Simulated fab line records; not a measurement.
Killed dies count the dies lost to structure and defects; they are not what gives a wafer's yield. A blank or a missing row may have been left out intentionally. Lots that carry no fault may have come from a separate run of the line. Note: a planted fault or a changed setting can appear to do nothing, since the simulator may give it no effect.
Matching of chambers ; flow gf180mcu ; 4 sister chambers for GF_M5_ETCH_09 on rie-diel-03
The step etches Si3N4 in CF4/O2, target depth 52 nm, time 11.6 s. 14 wafers are shown with their chamber, then 7 later ones without.

EACH WAFER AND ITS CHAMBER
wafer;chamber;oes-product-au (a.u.);bias-w (W);throttle-valve-pct (%)
L077.2;2;1.004;149.8;5.965
L077.3;3;0.983;150.0;5.963
L077.6;0;0.968;150.4;5.952
L078.2;2;1.005;150.1;5.972
L078.3;1;1.010;149.7;5.958
L078.5;2;0.996;150.6;5.971
L082.1;2;0.981;149.9;5.961
L082.4;1;1.006;150.2;5.970
L082.5;0;0.979;149.7;5.961
L087.1;3;0.975;149.8;5.984
L087.2;0;0.992;150.2;5.968
L087.6;2;0.996;150.2;5.977
L088.1;1;1.009;149.1;5.978
L088.2;2;0.993;150.1;5.976

SIGNATURES (averages over the wafers above)
reading;chamber 0;chamber 1;chamber 2;chamber 3;scatter within a chamber
oes-product-au;0.97967;1.00833;0.99583;0.97900;0.00842
bias-w;150.100;149.667;150.117;149.900;0.357
throttle-valve-pct;5.96033;5.96867;5.97033;5.97350;0.00864
Rule: distance of a wafer from a chamber = root of the sum over the readings of ((wafer's reading minus chamber's mean) / reading's scatter) squared. The wafer belongs to the nearest chamber; if the next one is less than 2 further off, it can't be placed. The scatter: take each reading less its chamber's mean, square it, sum over the shown wafers, divide by the number of wafers less the number of chambers, and take the root.

WAFERS WITHOUT THEIR CHAMBER
wafer;oes-product-au (a.u.);bias-w (W);throttle-valve-pct (%)
L088.5;0.974;149.6;5.961
L089.2;0.999;150.4;5.960
L089.5;0.993;149.4;5.963
L089.6;1.008;150.2;5.980
L095.1;1.013;149.6;5.964
L095.3;0.983;149.7;5.965
L095.4;1.005;149.7;5.978

THE CHAMBER EACH PASSED THROUGH
wafer;from the rows above;in truth
L088.5;can't be placed: 0 or 3 or 2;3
L089.2;can't be placed: 2 or 0 or 1 or 3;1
L089.5;can't be placed: 1 or 2 or 3 or 0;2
L089.6;can't be placed: 2 or 1 or 3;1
L095.1;can't be placed: 1 or 2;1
L095.3;can't be placed: 3 or 0 or 2 or 1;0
L095.4;can't be placed: 1 or 2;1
Placed correctly: 0 of 7. Not placeable from these rows: 7 (in 7, the candidates include the true chamber). Number placed wrongly: 0.
